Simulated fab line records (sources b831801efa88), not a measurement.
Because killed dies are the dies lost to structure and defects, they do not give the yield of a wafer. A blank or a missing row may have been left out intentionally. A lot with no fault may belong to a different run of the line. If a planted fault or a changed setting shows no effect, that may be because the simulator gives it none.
A struck lot beside a sound one + flow sky130 + 34 out of 708 route steps
Sound: wafers L915.2, L915.4, L915.6. The struck wafers were L918.1, L918.2, L918.4. The cause is given at the end.
Per side, at each step with rows, come the tool, then ch with its chambers, and then its first start. Under that, the readings that differ: sound wafers + struck wafers + difference of the means + sigmas: that difference in standard deviations of wafers without a fault.
alike: readings whose means differ by less than 2 such deviations, and words and numbers that are the same on both sides. not compared: withheld readings, readings that some wafer has no value for, bounds like >300 that may hide the same value, and numbers for which the record gives no deviation and whose values overlap.
A row with sigmas, a row that says differs or no value, or rows on one side alone: a step with any of these is where the two part. Numbers that have no deviation but don't overlap get no sigmas and don't part them. A reading missing from all wafers of one side parts the sides only when that side holds two or more wafers.

first, 9 steps without rows for these wafers: SKY_METAL3_DESCUM_15 (chemistry O2, time 8 s); SKY_METAL3_ETCH_16 (etches BARC in N2/H2, stops on SiO2, time 88.2 s, target depth 60 nm); SKY_METAL3_ETCH_17 (etches SiO2 in C4F8/O2/Ar, stops on TiN, time 3.9 s, target depth 15 nm); SKY_METAL3_METAL_ETCH_18 (etches the open film in Cl2/BCl3, stops on SiO2, target depth 845 nm, time 183.1 s); SKY_METAL3_STRIP_19 (strips in O2/N2); SKY_METAL3_STRIP_20 (strips in post etch residue remover, time 1200 s); SKY_METAL3_CLEAN_21 (cleans in IPA, time 180 s); SKY_METAL3_CLEAN_22 (cleans in O3/DIW); SKY_VIA3_HDPCVD_00 (deposits SiO2, target thk 1635 nm, time 272.5 s).
SKY_VIA3_CMP_02: polishes SiO2.
  sound on cmp-02 ch 1,2,3, day 41 13:51; struck on cmp-01 ch 0,1,3, day 42 03:25
| reading                                  | sound             | struck        | difference | sigmas |
|------------------------------------------|-------------------|---------------|------------|--------|
| model.SiO2_of_VIA3_HDPCVD_00.thk_nm (nm) | 467.2 465.2 465.1 | 430.3 429 429 | -36.4      |        |
  alike: motor_current_A
then, 9 steps without rows for these wafers: SKY_VIA3_DEHYDRATE_04 (time 60 s); SKY_VIA3_HMDS_05 (prime time 60 s); SKY_VIA3_COAT_06 (resist thk 60 nm); SKY_VIA3_COAT_07 (resist thk 450 nm); SKY_VIA3_SOFTBAKE_08 (time 90 s); SKY_VIA3_EXPOSE_09 (exposes mask VIM3, target cd 200 nm); SKY_VIA3_PEB_10; SKY_VIA3_DEVELOP_11 (develop time 60 s); SKY_VIA3_ETCH_14 (etches BARC in N2/H2, stops on SiO2, time 45.9 s, target depth 60 nm).
SKY_VIA3_ETCH_15: etches SiO2 in C4F8/O2/Ar, stops on TiN, target depth 507 nm, time 78 s.
  sound on rie_diel-04 ch 1,2, day 42 13:55; struck on rie_diel-02 ch 1,2,3, day 43 03:28
| reading                          | sound             | struck            | difference | sigmas |
|----------------------------------|-------------------|-------------------|------------|--------|
| oes_product_au (a.u.)            | 0.945 0.944 0.951 | 0.911 0.898 0.894 | -0.046     | -9     |
| model.VIA3.feature_depth_nm (nm) | 467.2 465.2 465.1 | 430.3 429 429     | -36.4      |        |
| model.etch.depth_nm (nm)         | 467.2 465.2 465.1 | 430.3 429 429     | -36.4      |        |
  not compared: rf_hours_counter_h
then, 13 steps without rows for these wafers: SKY_VIA3_STRIP_16 (strips in O2/N2); SKY_VIA3_STRIP_17 (strips in post etch residue remover, time 1200 s); SKY_VIA3_CLEAN_18 (cleans in IPA, time 180 s); SKY_VIA3_CLEAN_19 (cleans in O3/DIW); SKY_VIA3_SPUTTER_20 (material TiN, target thk 20 nm, time 80 s); SKY_VIA3_CVD_21 (deposits W, target thk 390 nm, time 117.31 s); SKY_VIA3_CMP_24 (polishes, stops on SiO2, t overpolish 20 s, target thk 0 nm); SKY_METAL4_SPUTTER_00 (material Ti, target thk 15 nm, time 10 s); SKY_METAL4_SPUTTER_01 (material TiN, target thk 20 nm, time 16.7 s); SKY_METAL4_SPUTTER_02 (material AlCu, target thk 735 nm, time 39.1 s); SKY_METAL4_SPUTTER_03 (material Ti, target thk 5 nm, time 3.3 s); SKY_METAL4_SPUTTER_04 (material TiN, target thk 70 nm, time 58.3 s); SKY_CAP2M_CVD_00 (deposits SiO2, target thk 15.5 nm).
SKY_METAL4_METAL_ETCH_18: etches the open film in Cl2/BCl3, stops on SiO2, target depth 845 nm, time 183.1 s.
  sound on rie_metal-01 ch 0,1, day 44 13:58; struck on rie_metal-04 ch 0,1, day 45 02:59
| reading                                  | sound             | struck          | difference | sigmas |
|------------------------------------------|-------------------|-----------------|------------|--------|
| model.SiO2_of_VIA3_HDPCVD_00.thk_nm (nm) | 437.4 435.8 435.6 | 400.9 399.2 399 | -36.6      |        |
  alike: drypump_motor_current_A, oes_product_au, throttle_valve_pct
  not compared: rf_hours_counter_h

WHERE THEY PART
SKY_VIA3_ETCH_15 only, going by this record. Later steps at which nothing parts them and some readings are alike: SKY_METAL4_METAL_ETCH_18.

WHY: what had been put in by the simulator
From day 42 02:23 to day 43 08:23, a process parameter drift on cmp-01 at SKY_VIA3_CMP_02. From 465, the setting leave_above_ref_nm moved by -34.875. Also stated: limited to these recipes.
